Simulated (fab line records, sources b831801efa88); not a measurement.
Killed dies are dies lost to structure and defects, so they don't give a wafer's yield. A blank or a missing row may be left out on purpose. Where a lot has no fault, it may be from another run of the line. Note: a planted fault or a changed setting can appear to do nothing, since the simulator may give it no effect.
What tool caused it?	flow sky130	6 lots, 18 wafers sampled, at 2 steps of a route of 708

WHAT THE GAUGES READ, wafer by wafer
SKY_CONTACT_BOW_MEAS_05.
lot	measured	on	CONTACT_BOW (um)
L159	day 31 20:44	film-metro-02	77 72 85
L160	day 32 04:35	film-metro-04	80 80 79
L163	day 32 13:52	film-metro-01	96 71 84
L166	day 33 12:40	film-metro-02	89 83 82
L176	day 36 13:10	film-metro-02	86 73 79
L179	day 38 00:03	film-metro-01	82 87 87

EACH LOT AND THE TOOL THAT RAN IT (in order: tool; ch and the chambers of the sampled wafers; start)
lot	SKY_CONTACT_CVD_00
L159	pecvd-01 ch 0,1,2, day 31 20:13
L160	pecvd-02 ch 0,1,2, day 32 03:50
L163	pecvd-04 ch 0,1, day 32 13:18
L166	pecvd-01 ch 0,1, day 33 12:06
L176	pecvd-02 ch 0,1,2, day 36 12:38
L179	pecvd-02 ch 0,1, day 37 23:29
- SKY_CONTACT_CVD_00: deposits Si3N4, target thk 75 nm.

THE ANSWER, worked out from the rows above alone
Rule: the usual values come from the lots themselves. Put in order of their means at a reading, lots are off if they are a third of the lots or fewer, leave a main group of 4 or more, and stand apart from it by a gap of 3 or more times the standard deviation of the main group's means; of several such gaps the widest counts. The tables above print the reading to a certain number of digits; a main group whose means all agree to those digits is not used. Also off: a lot with no number at a reading for which 4 or more lots have one. Where the step has rows for the other lots, those lots are counted as sound.
No lot is off at any reading shown: from this, nothing can be told.

WHAT THE SIMULATOR HAD PUT IN
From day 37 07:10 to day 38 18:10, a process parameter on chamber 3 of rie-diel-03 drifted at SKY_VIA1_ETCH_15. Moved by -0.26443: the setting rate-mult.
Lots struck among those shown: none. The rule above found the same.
